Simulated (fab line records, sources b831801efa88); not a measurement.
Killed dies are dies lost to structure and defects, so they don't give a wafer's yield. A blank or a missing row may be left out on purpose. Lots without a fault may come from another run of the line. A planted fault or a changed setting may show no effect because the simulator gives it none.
Problem report in the 8D (eight disciplines) form, filled by code | flow sky130 | the parts of the form that need people (team, actions taken, sign-off) are left out

1. THE PROBLEM
cd_nm at SKY_METAL4_CD_MEAS_13 reads a mean of 269.1 nm on 2 wafers of 2 lots; wafers without a fault read 300.2 nm with a standard deviation of 1.6. That is -19 standard deviations from the usual mean.
The step: target cd 300 nm.
First seen on wafer L563.5, day 44 11:11, on cd_sem-01. The record holds 33 wafers of 11 lots with a number at this step. Rule for "out", or "out of limits": more than 4 standard deviations from the usual mean. The other wafers with a number count as sound.

2. WHAT IT IS AND WHAT IT IS NOT
question                    | is                | is not
which readings at this step | cd_nm             | -
which lots                  | L563, L564        | L555, L556, L557, L558, L569, L575, L576, L577, L578
which wafers of those lots  | L563.5, L564.5    | L563.3, L563.6, L564.1, L564.6
read on which gauges        | cd_sem-01         | cd_sem-02
when                        | from day 44 11:11 | up to then (14 sound wafers); but 17 sound wafers of L564, L569, L575, L576, L577, L578 came after

3. SUSPECTS, AND WHAT RULES EACH OUT
Counting: a tool at a process step up to the reading stays a suspect if it ran every lot that is out. Sound lots after the first of them don't rule it out here, since some wafers of a struck lot are sound.
- the gauge at SKY_METAL4_CD_MEAS_13: kept. All the wafers that are out were read on cd_sem-01, and no step on other tools shows them out.
- krf_scanner-01 at SKY_METAL4_EXPOSE_10 (exposes mask MM4, target cd 300 nm): kept. It ran every lot that is out, first L563 (day 44 00:44); its last sound lot up to then is L558 (day 42 15:31).
Left after counting: krf_scanner-01 at SKY_METAL4_EXPOSE_10, cd_sem-01 at SKY_METAL4_CD_MEAS_13.

4. THE CAUSE (what the simulator had put in)
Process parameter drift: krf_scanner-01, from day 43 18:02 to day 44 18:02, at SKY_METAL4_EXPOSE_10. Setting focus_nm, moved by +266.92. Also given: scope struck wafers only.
Counting left 2 suspects, and this tool is among them.

5. THE CHAIN OF EFFECTS, in route order
Each row: a reading whose mean over the struck wafers that have a number lies more than 3 standard deviations from the usual. Only readings for which the record gives a usual standard deviation are gone through. hours: the time from each lot's start at the first step in this table that gives one to its start at this step, as a median over the lots. sigmas: the change in usual standard deviations.
hours | step                  | reading | usual    | on struck wafers | change | sigmas
0     | SKY_METAL4_CD_MEAS_13 | cd_nm   | 300.2 nm | 269.1            | -31.1  | -19

6. WHAT WOULD HAVE CAUGHT IT SOONER
In this record the first reading out of limits at a measuring or inspecting step was taken at day 44 11:11, 17 hours after the fault began at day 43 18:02.
All the lots that are out (2) had begun SKY_METAL4_EXPOSE_10 on krf_scanner-01 by day 44 11:11. A hold on the tool at that time would have spared none of them.
